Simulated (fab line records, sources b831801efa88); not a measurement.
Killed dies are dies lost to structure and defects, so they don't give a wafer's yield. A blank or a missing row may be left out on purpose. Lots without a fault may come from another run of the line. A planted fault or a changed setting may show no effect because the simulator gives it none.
fab line records | flow sfq_line
record lots=15 wafers=43 last_day=85
route steps=325 shown JJ@193 I5@235 C5@240
lots that met no fault: from a run of the same line without faults
start_h: hours from the record's first day to the start of the lot's first wafer shown | wait_h: hours since the lot's step before | " the same as in the row above | L1.1+2: a row that stands for several wafers | - no value, or no start given | * or withheld: withheld | < > ~ a bound
route shown NAME@n: a module of which the file shows steps, and the number in the route of the first | usual: mean/standard deviation of fault-free wafers | same: alike in all rows | chamber/n: place in a boat | sites: the reading at each site | _std_site: their standard deviation | _edge_site: outer sites' mean less inner sites' | radius_mm: how far each site lies from the wafer's centre | mask NAME#n: copy n | behind: the tool/chamber that last shaped the wafer | hold: why the lot was held/for how many hours/how that ended | device: the transistor (n, p or np) that didn't switch | end of line: the same wafers' tests at the end of the route | a step without rows: its recipe alone | killed: dies lost to structure and defects at the first sort, not the wafer's yield | map: a wafer's dies, x killed, . not, _ none there
set.NAME: the setting as run; set.NAME@STEP: as run at that earlier step | model.NAME: the simulator's own value behind a step, which no gauge read
steps of the route over a sample of lots; a table a step, a row a wafer
services: from which hour (start_h, from the record's first day; less than 0 if before it) a tool's chamber was out of use, for how many hours, and why
## steps
# step SFQ_TRILAYER_JJ_CE_BARC_OPEN_RIE_150
# recipe mask_material=PR chemistry=O2 target_depth_nm=240 target=BARC icp_w=600 bias_w=80 pressure_mtorr=10 time_s=80
# usual chamber_pressure_mTorr=10.000/0.0081 drypump_motor_current_A=6.0/0.42 oes_product_au=0.538/0.0049
# columns lot.wafer tool chamber start_h wait_h chamber_pressure_mTorr drypump_motor_current_A oes_product_au rf_hours_counter_h
L254.1 rie_metal-02 1 1117.84 1.0 9.991 6.2 0.540 60
L254.2 " 0 " " 10.001 5.4 0.537 41
L254.3 " 1 " " 10.015 6.2 0.538 -
L255.2 rie_metal-03 1 1123.60 0.8 9.992 6.6 0.526 72
L255.4 " 0 " " 10.004 6.2 0.532 -
L255.6 " 1 " " 10.007 6.6 0.542 -
L256.1 rie_metal-03 0 1124.91 1.0 10.013 6.2 0.541 132
L256.2 " 1 " " 9.995 6.6 0.538 72
L256.4 " 0 " " 9.984 6.2 0.539 -
L257.1 rie_metal-03 0 1240.96 1.0 9.995 6.2 0.536 5
L257.3 " 1 " " 9.999 6.6 0.537 -
L257.6 " 0 " " 10.014 6.2 0.528 -
L258.1 rie_metal-03 0 1242.16 1.0 10.006 6.2 0.523 6
L258.2 " 1 " " 9.993 6.6 0.538 92
L258.5 " 0 " " 10.011 6.2 0.535 -
L259.1 rie_metal-03 1 1248.16 1.0 9.986 6.6 0.550 94
L259.3 " 1 " " 10.002 6.5 0.529 -
L259.4 " 0 " " 9.993 6.2 0.548 -
L260.1 rie_metal-03 1 1254.16 1.0 10.003 6.6 0.542 95
L260.3 " 0 " " 9.998 6.2 0.536 -
L260.5 " 1 " " 9.998 6.7 0.536 -
L261.1 rie_metal-03 0 1255.36 1.0 9.998 6.2 0.538 8
L261.4 " 0 " " 9.995 6.2 0.542 -
L261.6 " 0 " " 10.008 6.2 0.531 -
L262.1 rie_metal-02 0 1273.36 1.0 9.990 5.4 0.543 63
L262.3 " 0 " " 9.993 5.4 0.530 -
L262.4 " 1 " " 9.998 6.2 0.536 -
L264.2 rie_metal-04 1 1303.26 0.8 10.008 5.5 0.533 42
L264.3 " 1 " " 9.996 5.5 0.533 -
L264.6 " 0 " " 10.002 5.7 0.534 -
L265.2 rie_metal-04 1 1308.06 0.8 9.998 5.6 0.540 42
L265.3 " 1 " " 9.999 5.6 0.542 -
L265.4 " 0 " " 10.005 5.7 0.544 -
L270.2 rie_metal-04 1 1323.69 0.8 10.010 5.6 0.541 -
L270.3 " 1 " " 9.992 5.6 0.535 -
L270.5 " 1 " " 9.985 5.6 0.542 -
L272.1 rie_metal-02 0 1328.46 1.0 9.998 5.4 0.529 70
L272.3 " 1 " " 9.992 6.2 0.535 -
L274.1 rie_metal-02 1 1338.06 1.0 10.000 6.2 0.531 94
L274.5 " 1 " " 10.000 6.2 0.540 -
L275.1 rie_metal-02 0 1344.06 1.0 9.995 5.4 0.546 72
L275.2 " 1 " " 10.009 6.2 0.529 95
L275.3 " 1 " " 9.984 6.2 0.531 -
# step SFQ_TRILAYER_JJ_CE_ETCH_RIE_118
# recipe target=Nb stop_on=Al2O3 mask_material=PR taper_deg=13.257 over_etch_frac=0.15 time_s=97.7 chemistry=SF6 target_depth_nm=170 icp_w=600 bias_w=80 pressure_mtorr=10
# usual chamber_pressure_mTorr=10.000/0.0093 drypump_motor_current_A=6.0/0.42 oes_product_au=0.989/0.0091
# columns lot.wafer tool chamber start_h wait_h chamber_pressure_mTorr drypump_motor_current_A oes_product_au rf_hours_counter_h
L254.1 rie_metal-02 1 1117.93 0.1 10.006 6.2 1.004 60
L254.2 " 0 " " 9.987 5.4 0.997 41
L254.3 " 1 " " 9.996 6.2 1.010 -
L255.2 rie_metal-03 1 1123.69 0.1 9.998 6.5 0.991 72
L255.4 " 0 " " 10.007 6.2 0.980 -
L255.6 " 1 " " 10.009 6.6 0.995 -
L256.1 rie_metal-03 0 1125.00 0.1 9.993 6.2 0.987 133
L256.2 " 1 " " 10.007 6.5 0.989 72
L256.4 " 0 " " 10.006 6.2 0.981 -
L257.1 rie_metal-03 0 1241.05 0.1 10.003 6.2 0.989 6
L257.3 " 1 " " 9.993 6.5 0.982 -
L257.6 " 0 " " 10.017 6.2 0.983 -
L258.1 rie_metal-03 0 1242.25 0.1 10.017 6.2 1.005 6
L258.2 " 1 " " 9.999 6.6 0.984 93
L258.5 " 0 " " 9.990 6.2 1.004 -
L259.1 rie_metal-03 1 1248.25 0.1 10.001 6.6 0.981 94
L259.3 " 1 " " 10.002 6.6 0.993 -
L259.4 " 0 " " 9.981 6.2 0.991 -
L260.1 rie_metal-03 1 1254.25 0.1 9.992 6.6 0.986 95
L260.3 " 0 " " 10.005 6.2 1.003 -
L260.5 " 1 " " 10.011 6.6 0.981 -
L261.1 rie_metal-03 0 1255.45 0.1 9.997 6.2 0.989 8
L261.4 " 0 " " 9.993 6.2 0.992 -
L261.6 " 0 " " 10.002 6.2 0.996 -
L262.1 rie_metal-02 0 1273.45 0.1 10.002 5.4 0.998 63
L262.3 " 0 " " 10.009 5.4 0.999 -
L262.4 " 1 " " 10.015 6.2 0.981 -
L264.2 rie_metal-04 1 1303.35 0.1 10.017 5.5 0.988 42
L264.3 " 1 " " 10.013 5.5 0.987 -
L264.6 " 0 " " 9.999 5.7 0.978 -
L265.2 rie_metal-04 1 1308.15 0.1 9.995 5.5 0.997 42
L265.3 " 1 " " 10.010 5.6 0.995 -
L265.4 " 0 " " 9.989 5.7 0.983 -
L270.2 rie_metal-04 1 1323.88 0.2 10.010 5.5 1.000 -
L270.3 " 1 " " 9.993 5.6 0.996 -
L270.5 " 1 " " 9.999 5.6 0.999 -
L272.1 rie_metal-02 0 1328.55 0.1 10.000 5.4 0.987 70
L272.3 " 1 " " 10.000 6.2 0.997 -
L274.1 rie_metal-02 1 1338.15 0.1 10.001 6.2 0.993 94
L274.5 " 1 " " 10.014 6.2 0.992 -
L275.1 rie_metal-02 0 1344.15 0.1 9.994 5.4 0.987 72
L275.2 " 1 " " 9.986 6.2 0.977 95
L275.3 " 1 " " 10.002 6.2 0.998 -
# step SFQ_I5_OVL_MEAS_936
# usual I5_OVL=0/5.5
# columns lot.wafer tool chamber start_h wait_h I5_OVL[nm]
L254.1 overlay-02 - 1495.58 0.1 -7
L254.2 " - " " -4
L254.3 " - " " 5
L255.2 overlay-02 - 1497.98 0.1 3
L255.4 " - " " -2
L255.6 " - " " 12
L256.1 overlay-02 - 1504.25 0.1 -1
L256.2 " - " " -10
L256.4 " - " " -13
L257.1 overlay-01 - 1507.58 0.1 -5
L257.3 " - " " 2
L257.6 " - " " -4
L258.1 overlay-02 - 1508.78 0.1 5
L258.2 " - " " 0
L258.5 " - " " 8
L259.1 overlay-01 - 1515.98 0.1 3
L259.3 " - " " -9
L259.4 " - " " 0
L260.1 overlay-01 - 1518.38 0.1 6
L260.3 " - " " 5
L260.5 " - " " 7
L261.1 overlay-02 - 1522.83 0.1 -4
L261.4 " - " " -7
L261.6 " - " " -4
L262.1 overlay-01 - 1538.43 0.1 5
L262.3 " - " " 2
L262.4 " - " " 15
L264.2 overlay-01 - 1564.96 0.1 3
L264.3 " - " " -7
L264.6 " - " " -3
L265.2 overlay-01 - 1566.16 0.1 -1
L265.3 " - " " -8
L265.4 " - " " -5
L270.2 overlay-01 - 1581.76 0.1 -2
L270.3 " - " " 6
L270.5 " - " " -1
L272.1 overlay-02 - 1589.93 0.1 4
L272.3 " - " " -4
L274.1 overlay-01 - 1599.92 0.1 3
L274.5 " - " " 6
L275.1 overlay-01 - 1604.72 0.1 0
L275.2 " - " " -3
L275.3 " - " " -8
# step SFQ_TRILAYER_C5_LITHO_COAT_156
# recipe resist=BARC spin_rpm=3000 resist_thk_nm=62
# usual resist_line_temp_C=23.01/0.1
# columns lot.wafer tool chamber start_h wait_h resist_line_temp_C
L254.1 litho_track-01 0 1496.58 0.0 23.03
L254.2 " 0 " " 23.11
L254.3 " 0 " " 23.08
L255.2 litho_track-02 0 1499.03 0.1 23.16
L255.4 " 0 " " 22.78
L255.6 " 0 " " 22.90
L256.1 litho_track-01 0 1505.26 0.0 23.02
L256.2 " 0 " " 22.93
L256.4 " 0 " " 23.00
L257.1 litho_track-02 0 1508.59 0.0 23.10
L257.3 " 0 " " 22.94
L257.6 " 0 " " 22.83
L258.1 litho_track-02 0 1509.79 0.0 23.17
L258.2 " 0 " " 23.14
L258.5 " 0 " " 22.99
L259.1 litho_track-02 0 1516.98 0.0 23.17
L259.3 " 0 " " 23.12
L259.4 " 0 " " 23.24
L260.1 litho_track-02 0 1519.38 0.0 23.06
L260.3 " 0 " " 22.98
L260.5 " 0 " " 22.97
L261.1 litho_track-01 0 1523.85 0.0 23.00
L261.4 " 0 " " 22.99
L261.6 " 0 " " 23.04
L262.1 litho_track-02 0 1539.43 0.0 23.01
L262.3 " 0 " " 23.04
L262.4 " 0 " " 22.96
L264.2 litho_track-01 0 1566.00 0.1 22.99
L264.3 " 0 " " 23.10
L264.6 " 0 " " 22.97
L265.2 litho_track-04 0 1567.20 0.1 22.95
L265.3 " 0 " " 23.00
L265.4 " 0 " " 23.02
L270.2 litho_track-02 0 1582.82 0.1 22.89
L270.3 " 0 " " 23.00
L270.5 " 0 " " 22.81
L272.1 litho_track-02 0 1590.99 0.1 23.03
L272.3 " 0 " " 23.00
L274.1 litho_track-02 0 1600.92 0.0 23.16
L274.5 " 0 " " 22.97
L275.1 litho_track-04 0 1605.72 0.0 22.88
L275.2 " 0 " " 23.08
L275.3 " 0 " " 22.77
# step SFQ_TRILAYER_C5_BARC_OPEN_VIA_ETCH_210
# recipe mask_material=PR chemistry=O2 target_depth_nm=125 target=BARC source_w=500 bias_w=80 pressure_mtorr=30 time_s=41.7
# usual chamber_pressure_mTorr=29.999/0.026 drypump_motor_current_A=5.5/0.33 oes_product_au=0.684/0.0047
# columns lot.wafer tool chamber start_h wait_h chamber_pressure_mTorr drypump_motor_current_A oes_product_au rf_hours_counter_h
L254.1 rie_diel-01 3 1500.06 0.0 29.991 5.7 0.683 5
L254.2 " 1 " " 30.050 5.6 0.686 12
L254.3 " 2 " " 30.022 5.4 0.683 16
L255.2 rie_diel-03 2 1502.46 0.0 30.045 6.1 0.682 1
L255.4 " 1 " " 30.012 4.8 0.681 5
L255.6 " 2 " " 29.999 6.1 0.679 -
L256.1 rie_diel-03 1 1507.55 0.0 30.059 4.8 0.673 5
L256.2 " 0 " " 30.003 5.8 0.682 15
L256.4 " 2 " " 30.000 6.1 0.689 1
L257.1 rie_diel-03 2 1511.51 0.0 29.975 6.1 0.680 2
L257.3 " 3 " " 30.033 5.1 0.686 10
L257.6 " 1 " " 30.062 4.8 0.691 -
L258.1 rie_diel-02 1 1513.91 0.0 29.977 5.8 0.685 18
L258.2 " 2 " " 30.014 5.6 0.689 15
L258.5 " 0 " " 29.970 5.5 0.684 -
L259.1 rie_diel-03 1 1519.26 0.0 29.967 4.8 0.686 5
L259.3 " 2 " " 29.993 6.1 0.685 2
L259.4 " 3 " " 30.037 5.1 0.688 10
L260.1 rie_diel-01 2 1521.79 0.0 30.067 5.4 0.683 16
L260.3 " 3 " " 29.951 5.6 0.685 5
L260.5 " 3 " " 30.012 5.6 0.687 -
L261.1 rie_diel-01 0 1526.13 0.0 30.063 5.1 0.681 13
L261.4 " 3 " " 30.013 5.7 0.689 5
L261.6 " 0 " " 30.052 5.1 0.683 -
L262.1 rie_diel-02 2 1541.72 0.0 29.998 5.5 0.685 16
L262.3 " 1 " " 29.982 5.8 0.687 19
L262.4 " 3 " " 29.993 5.7 0.684 -
L264.2 rie_diel-03 0 1570.09 0.0 29.984 5.8 0.685 17
L264.3 " 1 " " 29.983 4.8 0.685 7
L264.6 " 2 " " 30.024 6.1 0.683 -
L265.2 rie_diel-01 0 1571.25 0.0 29.973 5.1 0.684 14
L265.3 " 2 " " 29.966 5.4 0.678 17
L265.4 " 1 " " 30.009 5.5 0.686 14
L270.2 rie_diel-01 0 1593.67 0.0 29.987 5.1 0.683 15
L270.3 " 3 " " 30.049 5.7 0.680 6
L270.5 " 0 " " 29.978 5.1 0.707 -
L272.1 rie_diel-01 0 1596.07 0.0 29.976 5.1 0.706 15
L272.3 " 3 " " 29.956 5.6 0.685 6
L274.1 rie_diel-02 2 1603.20 0.0 29.987 5.5 0.705 17
L274.5 " 3 " " 30.015 5.8 0.714 -
L275.1 rie_diel-02 0 1608.00 0.0 30.027 5.5 0.682 2
L275.2 " 3 " " 29.985 5.8 0.687 1
L275.3 " 2 " " 29.996 5.5 0.684 17
## services
# columns tool chamber start_h hours kind
rie_metal-04 - 1098.12 1.1 repair
rie_diel-03 0 1099.35 8.3 repair
rie_metal-04 - 1112.83 39.6 repair
rie_diel-01 0 1116.85 2.6 repair
rie_metal-02 0 1119.61 12.4 repair
rie_diel-01 2 1132.54 9.9 repair
rie_diel-01 2 1158.18 10.2 repair
rie_metal-03 - 1213.56 0.3 repair
rie_metal-02 - 1220.02 2.8 pm
rie_diel-01 3 1246.04 5.2 repair
rie_diel-01 0 1330.53 21.2 repair
rie_metal-03 0 1335.98 4.6 repair
rie_metal-04 - 1338.10 15.6 pm
rie_metal-03 - 1406.32 1.4 pm
rie_diel-01 - 1407.52 1.5 repair
rie_metal-04 1 1412.25 45.4 repair
rie_diel-01 1 1449.90 15.4 repair
rie_diel-01 - 1496.27 0.6 repair
rie_diel-01 - 1517.92 2.8 pm
rie_metal-04 - 1542.24 14.6 pm
rie_metal-03 0 1555.44 6.7 repair
rie_metal-03 1 1566.50 1.8 repair
rie_metal-02 - 1570.84 1.4 pm
rie_metal-02 - 1598.34 14.6 pm
## key
first_sign step=SFQ_TRILAYER_C5_BARC_OPEN_VIA_ETCH_210 reading=oes_product_au direction=up sigmas=4.9 usual=0.684 struck=0.708
effect none on later readings
met_at SFQ_TRILAYER_C5_LITHO_COAT_156
struck_lots L270,L272,L274
struck_wafers L270.5,L272.1,L274.1,L274.5
not_acting_at SFQ_TRILAYER_JJ_CE_BARC_OPEN_RIE_150,SFQ_TRILAYER_JJ_CE_ETCH_RIE_118,SFQ_I5_OVL_MEAS_936
onset_between 1539.43 1582.82
fault kind=process_parameter_drift tool=litho_track-02 chamber=- onset_h=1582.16 steps=SFQ_TRILAYER_C5_LITHO_COAT_156 channel=resist_thk_nm offset=4.962 shape=step end_h=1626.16 scope=struck_wafers_only acts_in=these_recipes_only stated=62
